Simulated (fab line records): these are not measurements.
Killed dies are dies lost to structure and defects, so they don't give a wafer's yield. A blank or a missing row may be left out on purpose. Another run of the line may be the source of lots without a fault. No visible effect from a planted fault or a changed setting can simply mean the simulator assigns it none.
fab line records | flow gf180mcu
[record] lots = 14 wafers = 42 last-day = 34
route steps=602 shown MIM@513 V5@555
lots untouched by any fault: they come from a run of this same line in which no faults occurred
start-h: hours from the record's first day to the start of the lot's first wafer shown | wait-h: how many hours have passed since the lot's step before this one | " repeats the value in the row above | L1.1+2: a row that stands for several wafers | - value missing, or start not given | * or withheld: withheld | < > ~ a bound
route shown NAME@n: a module of which the file shows steps, and the number in the route of the first | usual: mean and standard deviation over wafers with no fault | same: alike in all rows | chamber/n: place in a boat | sites: readings site by site | _std_site: standard deviation across them | _edge_site: inner sites' mean taken away from outer sites' mean | radius-mm: how far each site lies from the wafer's centre | mask NAME#n: copy n | behind: the tool/chamber that last shaped the wafer | hold: the reason the lot was held/the length of the hold in hours/how it ended | device: the transistor (n, p or np) that didn't switch | end of line: the route-end tests of the same wafers | a step given without rows: its recipe and nothing more | killed: not the wafer's yield, but the dies lost to structure and defects at the first sort | map: the dies of a wafer, with x for killed, . for not killed, _ for no die there
set.NAME: the setting as run; set.NAME@STEP: as run at that earlier step | model.NAME: the simulator's own value behind a step, which no gauge read
a sample of lots followed through the steps of the route, with each step as a table and each wafer as a row
services: a tool's chamber out of use, with start hour (start-h, from the record's first day; less than 0 if before it), hours out, and reason
[[steps]]
[step GF_MIM_RS_MEAS_10]
[recipe] thk-meas-gauge = four-point-probe reads = TiN_of_MIM_SPUTTER_09+AlCu_of_MIM_SPUTTER_08+TiN_of_MIM_SPUTTER_07
[usual] MIM_ALCU_RS = 0.1600/0.0019
// columns lot.wafer tool chamber start-h wait-h MIM_ALCU_RS[ohm/sq]
L581.1 film-metro-03 - 568.41 0.0 0.1580
L581.3 " - " " 0.1595
L581.5 " - " " 0.1589
L582.1 film-metro-01 - 568.92 0.0 0.1569
L582.2 " - " " 0.1575
L582.3 " - " " 0.1575
L585.1 film-metro-02 - 599.13 0.0 0.1647
L585.2 " - " " 0.1615
L585.5 " - " " 0.1628
L591.2 film-metro-03 - 645.89 0.0 0.1593
L591.4 " - " " 0.1600
L591.5 " - " " 0.1603
L592.2 film-metro-02 - 651.20 0.0 0.1606
L592.3 " - " " 0.1621
L592.6 " - " " 0.1600
L595.1 film-metro-01 - 674.35 0.0 0.1597
L595.2 " - " " 0.1592
L595.4 " - " " 0.1593
L596.3 film-metro-01 - 680.59 0.1 0.1579
L596.4 " - " " 0.1594
L596.6 " - " " 0.1589
L597.1 film-metro-03 - 687.64 0.0 0.1608
L597.5 " - " " 0.1629
L597.6 " - " " 0.1599
L598.1 film-metro-02 - 693.56 0.0 0.1650
L598.5 " - " " 0.1608
L598.6 " - " " 0.1636
L599.1 film-metro-03 - 697.15 0.0 0.1614
L599.2 " - " " 0.1605
L599.3 " - " " 0.1601
L600.2 film-metro-01 - 711.59 0.0 0.1572
L600.3 " - " " 0.1592
L600.6 " - " " 0.1589
L601.1 film-metro-02 - 714.37 0.0 0.1632
L601.2 " - " " 0.1599
L601.4 " - " " 0.1612
L602.3 film-metro-03 - 719.61 0.1 0.1625
L602.4 " - " " 0.1614
L602.6 " - " " 0.1614
L603.3 film-metro-03 - 727.74 0.1 0.1603
L603.4 " - " " 0.1598
L603.5 " - " " 0.1603
[step GF_MIM_THK_MEAS_11]
[recipe] thk-meas-gauge = xrf reads = AlCu_of_MIM_SPUTTER_08
[usual] MIM_ALCU_THK = 199.2/2.7
// columns lot.wafer tool chamber start-h wait-h MIM_ALCU_THK[nm]
L581.1 film-metro-03 - 568.53 0.1 202.1
L581.3 " - " " 200.1
L581.5 " - " " 201.0
L582.1 film-metro-01 - 569.04 0.1 204.5
L582.2 " - " " 202.5
L582.3 " - " " 201.7
L585.1 film-metro-02 - 599.25 0.1 191.2
L585.2 " - " " 195.9
L585.5 " - " " 193.6
L591.2 film-metro-03 - 646.00 0.1 201.1
L591.4 " - " " 199.4
L591.5 " - " " 199.8
L592.2 film-metro-02 - 651.31 0.1 198.4
L592.3 " - " " 194.8
L592.6 " - " " 199.2
L595.1 film-metro-01 - 674.47 0.1 200.5
L595.2 " - " " 202.1
L595.4 " - " " 200.6
L596.3 film-metro-01 - 680.69 0.1 202.4
L596.4 " - " " 201.7
L596.6 " - " " 200.7
L597.1 film-metro-03 - 687.76 0.1 198.8
L597.5 " - " " 195.7
L597.6 " - " " 199.8
L598.1 film-metro-02 - 693.68 0.1 192.3
L598.5 " - " " 197.5
L598.6 " - " " 192.7
L599.1 film-metro-03 - 697.27 0.1 197.9
L599.2 " - " " 198.7
L599.3 " - " " 200.7
L600.2 film-metro-01 - 711.70 0.1 202.8
L600.3 " - " " 201.4
L600.6 " - " " 201.6
L601.1 film-metro-02 - 714.49 0.1 195.7
L601.2 " - " " 200.1
L601.4 " - " " 198.5
L602.3 film-metro-03 - 719.71 0.1 196.2
L602.4 " - " " 198.1
L602.6 " - " " 198.0
L603.3 film-metro-03 - 727.84 0.1 198.1
L603.4 " - " " 200.2
L603.5 " - " " 198.4
[step GF_V5_OVL_MEAS_15]
[usual] V5_OVL = 0/6.1
// columns lot.wafer tool chamber start-h wait-h V5_OVL[nm]
L581.1 overlay-01 - 634.22 0.1 3
L581.3 " - " " 8
L581.5 " - " " 1
L582.1 overlay-01 - 635.19 0.1 0
L582.2 " - " " -13
L582.3 " - " " -6
L585.1 overlay-01 - 660.04 0.1 9
L585.2 " - " " 14
L585.5 " - " " -8
L591.2 overlay-01 - 705.63 0.1 -7
L591.4 " - " " 3
L591.5 " - " " 2
L592.2 overlay-01 - 709.45 0.1 -2
L592.3 " - " " -1
L592.6 " - " " -10
L595.1 overlay-01 - 731.29 0.1 -11
L595.2 " - " " 3
L595.4 " - " " -8
L596.3 overlay-01 - 736.75 0.1 -2
L596.4 " - " " -5
L596.6 " - " " 3
L597.1 overlay-02 - 744.03 0.1 -3
L597.5 " - " " -6
L597.6 " - " " 1
L598.1 overlay-01 - 748.48 0.1 -2
L598.5 " - " " -7
L598.6 " - " " 1
L599.1 overlay-02 - 751.28 0.1 2
L599.2 " - " " -4
L599.3 " - " " -8
L600.2 overlay-02 - 765.24 0.1 1
L600.3 " - " " -7
L600.6 " - " " 3
L601.1 overlay-02 - 768.49 0.1 10
L601.2 " - " " 14
L601.4 " - " " 2
L602.3 overlay-01 - 771.09 0.1 17
L602.4 " - " " 8
L602.6 " - " " 13
L603.3 overlay-01 - 779.54 0.1 0
L603.4 " - " " 7
L603.5 " - " " 4
[step GF_V5_ETCH_17]
[recipe] chemistry = C4F8/O2/Ar mask-material = KrF target = SiO2 stop-on = TiN source-w = 1500 bias-w = 1200 pressure-mtorr = 40 c4f8-flow-sccm = withheld O2_flow_sccm = 6 Ar_flow_sccm = 300 time-s = withheld target-depth-a = 8550
[usual] bias-w = 1200/3.8 chamber-pressure-mTorr = 40.00/0.034 oes-product-au = 0.860/0.0046
// columns lot.wafer tool chamber start-h wait-h bias-w chamber-pressure-mTorr oes-product-au
L581.1 rie-diel-04 1 634 - 1202 39.96 0.868
L581.3 " 2 " " 1202 39.98 0.860
L581.5 " 3 " " 1205 39.98 0.867
L582.1 rie-diel-01 3 635 - 1201 40.07 0.858
L582.2 " 0 " " 1202 39.99 0.860
L582.3 " 2 " " 1203 40.01 0.853
L585.1 rie-diel-03 1 660 - 1201 40.01 0.853
L585.2 " 2 " " 1193 40.00 0.855
L585.5 " 2 " " 1193 39.94 0.859
L591.2 rie-diel-03 2 705 - - - -
L591.4 " 3 " " - - -
L591.5 " 0 " " - - -
L592.2 rie-diel-01 0 709 - - - -
L592.3 " 1 " " - - -
L592.6 " 1 " " - - -
L595.1 rie-diel-01 3 731 - 1200 40.00 0.859
L595.2 " 2 " " 1200 39.96 0.860
L595.4 " 1 " " 1201 39.95 0.862
L596.3 rie-diel-01 2 736 - 1196 39.97 0.863
L596.4 " 3 " " 1200 39.98 0.858
L596.6 " 1 " " 1197 40.02 0.853
L597.1 rie-diel-04 1 744 - 1197 40.00 0.857
L597.5 " 3 " " 1199 39.98 0.855
L597.6 " 2 " " 1196 39.95 0.864
L598.1 rie-diel-01 3 748 - 1202 39.96 0.864
L598.5 " 2 " " 1203 40.01 0.860
L598.6 " 3 " " 1195 39.96 0.858
L599.1 rie-diel-04 3 751 - 1195 40.02 0.868
L599.2 " 2 " " 1199 40.00 0.861
L599.3 " 0 " " 1198 40.03 0.861
L600.2 rie-diel-01 2 765 - 1198 39.97 0.861
L600.3 " 1 " " 1200 40.00 0.848
L600.6 " 0 " " 1204 39.92 0.860
L601.1 rie-diel-03 3 768 - 1199 39.95 0.859
L601.2 " 1 " " 1199 40.02 0.854
L601.4 " 2 " " 1204 39.95 0.865
L602.3 rie-diel-04 1 771 - 1196 40.00 0.857
L602.4 " 1 " " 1202 39.99 0.864
L602.6 " 0 " " 1203 40.00 0.865
L603.3 rie-diel-03 0 779 - 1198 39.98 0.860
L603.4 " 2 " " 1197 40.01 0.850
L603.5 " 1 " " 1199 40.00 0.862
[step GF_V5_STRIP_18]
[recipe] chemistry = O2/N2 power-w = 1400 pressure-mtorr = 1500 platen-temp-c = 250 o2-flow-sccm = 3000 n2-flow-sccm = 300 overash-fraction = 0.5
[usual] drypump-motor-current-A = 5.8/0.6 heater-power-w = 347/42 oes-product-au = 0.568/0.0055
// columns lot.wafer tool chamber start-h wait-h drypump-motor-current-A heater-power-w oes-product-au rf-hours-counter-h
L581.1 plasma-asher-04 1 634.41 - 6.6 401 0.578 96
L581.3 " 0 " " 6.1 396 0.565 -
L581.5 " 1 " " 6.6 389 0.570 -
L582.1 plasma-asher-01 1 635.38 - 5.4 318 0.571 86
L582.2 " 0 " " 6.4 358 0.580 86
L582.3 " 1 " " 5.5 316 0.567 -
L585.1 plasma-asher-03 0 660.23 - 5.6 324 0.567 61
L585.2 " 1 " " 4.9 286 0.568 61
L585.5 " 1 " " 4.9 294 0.572 -
L591.2 plasma-asher-03 0 705.82 - 5.6 325 0.669 65
L591.4 " 1 " " 4.9 288 0.666 -
L591.5 " 1 " " 4.9 290 0.660 -
L592.2 plasma-asher-03 0 709.63 - 5.6 323 0.668 65
L592.3 " 1 " " 4.9 294 0.667 -
L592.6 " 1 " " 4.9 293 0.667 -
L595.1 plasma-asher-04 0 731.48 - 6.1 394 0.563 107
L595.2 " 1 " " 6.6 391 0.562 107
L595.4 " 1 " " 6.6 395 0.568 -
L596.3 plasma-asher-03 1 736.96 - 4.9 292 0.570 -
L596.4 " 0 " " 5.6 329 0.568 -
L596.6 " 0 " " 5.6 330 0.576 -
L597.1 plasma-asher-03 0 744.22 - 5.6 320 0.571 70
L597.5 " 0 " " 5.6 317 0.568 -
L597.6 " 1 " " 4.9 290 0.573 -
L598.1 plasma-asher-03 1 748.67 - 4.9 287 0.557 70
L598.5 " 0 " " 5.7 322 0.568 -
L598.6 " 1 " " 4.9 292 0.566 -
L599.1 plasma-asher-03 1 751.47 - 4.9 295 0.568 71
L599.2 " 0 " " 5.6 325 0.562 71
L599.3 " 0 " " 5.7 316 0.566 -
L600.2 plasma-asher-04 0 765.42 - 6.1 408 0.560 2
L600.3 " 1 " " 6.6 398 0.565 -
L600.6 " 0 " " 6.1 407 0.573 -
L601.1 plasma-asher-04 1 768.67 - 6.6 393 0.569 3
L601.2 " 0 " " 6.1 399 0.563 3
L601.4 " 0 " " 6.1 403 0.563 -
L602.3 plasma-asher-01 0 771.30 - 6.4 343 0.570 -
L602.4 " 1 " " 5.4 313 0.573 -
L602.6 " 1 " " 5.4 315 0.583 -
L603.3 plasma-asher-04 1 779.75 - 6.6 399 0.564 -
L603.4 " 0 " " 6.1 409 0.568 -
L603.5 " 1 " " 6.6 390 0.572 -
[[services]]
// columns tool chamber start-h hours kind
rie-diel-03 0 620.40 - clean
rie-diel-03 0 620.40 25.0 scheduled-down
rie-diel-03 0 620.40 25.0 vent-cycle
plasma-asher-03 - 622.32 1.3 repair
rie-diel-03 - 626.53 10.0 pm
rie-diel-01 2 640.04 4.6 repair
rie-diel-03 2 669.52 7.5 repair
plasma-asher-01 - 669.61 4.3 repair
plasma-asher-03 - 682.30 2.8 repair
rie-diel-03 3 683.68 5.6 repair
rie-diel-03 - 688.75 0.7 repair
rie-diel-04 1 695.06 9.2 repair
rie-diel-01 2 707.76 7.4 repair
rie-diel-04 - 722.45 2.5 repair
rie-diel-01 - 723.79 1.3 repair
rie-diel-04 1 728.34 10.9 repair
plasma-asher-04 - 733.75 9.0 pm
plasma-asher-04 0 733.75 9.0 vent-cycle
plasma-asher-04 1 733.75 9.0 vent-cycle
plasma-asher-04 0 742.75 - clean
plasma-asher-04 1 742.75 - clean
rie-diel-03 0 748.75 6.7 repair
rie-diel-04 2 755.88 55.9 repair
rie-diel-04 1 759.32 9.2 repair
[[key]]
[first-sign] step = GF_V5_ETCH_17 reading = tool-record direction = missing
[effect] step = GF_V5_STRIP_18 reading = oes-product-au direction = up sigmas = 18 usual = 0.568 struck = 0.666
met-at GF_V5_ETCH_17
struck-lots L591,L592
later-rows-left-out L591.2,L591.4,L591.5,L592.2,L592.3,L592.6
sort-left-out L591.2,L591.4,L591.5,L592.2,L592.3,L592.6
not-acting-at GF_MIM_RS_MEAS_10,GF_MIM_THK_MEAS_11,GF_V5_OVL_MEAS_15
onset-between 660 705
[fault] kind = skipped-step-whole tool = rie-diel-01,rie-diel-03 chamber = - onset-h = 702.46 steps = GF_V5_ETCH_17 scope = struck-lots-only
// sort-left-out: the simulated sort isn't trusted on such a fault, so these wafers' sort isn't shown, and their yield isn't known
// later-rows-left-out: the simulator's readings of these wafers behind a module that went badly wrong aren't trusted and aren't shown, but for the sort
